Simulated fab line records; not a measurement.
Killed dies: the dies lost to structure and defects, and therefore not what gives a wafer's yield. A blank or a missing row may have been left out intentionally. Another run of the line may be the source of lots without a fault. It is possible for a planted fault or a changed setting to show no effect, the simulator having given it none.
Matching of chambers | flow sky130 | cmp-01 running SKY_CONTACT_CMP_04: 4 sister chambers
The step polishes SiO2. 14 wafers are shown with their chamber, then 7 later ones without.

== WAFERS, EACH WITH ITS CHAMBER ==
wafer  | chamber | motor_current_A (A) | time_to_endpoint_s (s) | head_pressure_psi (psi)
L537.3 | 1       | 11.7                | 84                     | 4.003
L537.5 | 1       | 11.5                | 83                     | 4.000
L537.6 | 0       | 12.7                | 85                     | 3.999
L541.1 | 3       | 12.3                | 92                     | 4.002
L541.2 | 0       | 13.5                | 81                     | 3.993
L541.4 | 2       | 12.6                | 95                     | 3.993
L542.4 | 3       | 12.0                | 97                     | 4.002
L542.5 | 0       | 13.6                | 81                     | 3.992
L542.6 | 1       | 11.3                | 82                     | 3.991
L550.2 | 3       | 12.0                | 82                     | 4.009
L550.3 | 1       | 11.5                | 84                     | 4.000
L550.4 | 2       | 12.4                | 84                     | 4.007
L551.2 | 3       | 11.9                | 86                     | 3.990
L551.4 | 2       | 12.4                | 84                     | 3.997

SIGNATURES, as means of the wafers listed above
reading            | chamber 0 | chamber 1 | chamber 2 | chamber 3 | scatter within a chamber
motor_current_A    | 13.267    | 11.500    | 12.467    | 12.050    | 0.261
time_to_endpoint_s | 82.33     | 83.25     | 87.67     | 89.25     | 4.74
head_pressure_psi  | 3.99467   | 3.99850   | 3.99900   | 4.00075   | 0.00633
Rule: distance of a wafer from a chamber = root of the sum over the readings of ((wafer's reading minus chamber's mean) / reading's scatter) squared. The wafer belongs to the nearest chamber; if the next one is less than 2 further off, it can't be placed. How the scatter is found: for the shown wafers, subtract from each reading the mean of its chamber, square and add these, divide the total by (wafers less chambers), then take the root.

== WAFERS WITH NO CHAMBER GIVEN ==
wafer  | motor_current_A (A) | time_to_endpoint_s (s) | head_pressure_psi (psi)
L551.6 | 12.3                | 85                     | 4.004
L555.1 | 12.9                | 85                     | 4.002
L555.4 | 12.1                | 86                     | 3.991
L555.5 | 12.6                | 81                     | 3.997
L558.1 | 13.2                | 82                     | 4.004
L558.4 | 13.8                | 79                     | 3.998
L558.6 | 12.8                | 80                     | 3.997

== EACH ONE'S CHAMBER ==
wafer  | from the rows above          | in truth
L551.6 | can't be placed: 2 or 3      | 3
L555.1 | can't be placed: 2 or 0 or 3 | 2
L555.4 | can't be placed: 3 or 2 or 1 | 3
L555.5 | can't be placed: 2 or 0 or 3 | 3
L558.1 | can't be placed: 0 or 2      | 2
L558.4 | 0                            | 0
L558.6 | can't be placed: 0 or 2 or 3 | 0
Placed correctly: 1 of 7. From these rows, 6 cannot be placed; in 6 the true chamber is one of the candidates. Placed wrongly: 0.
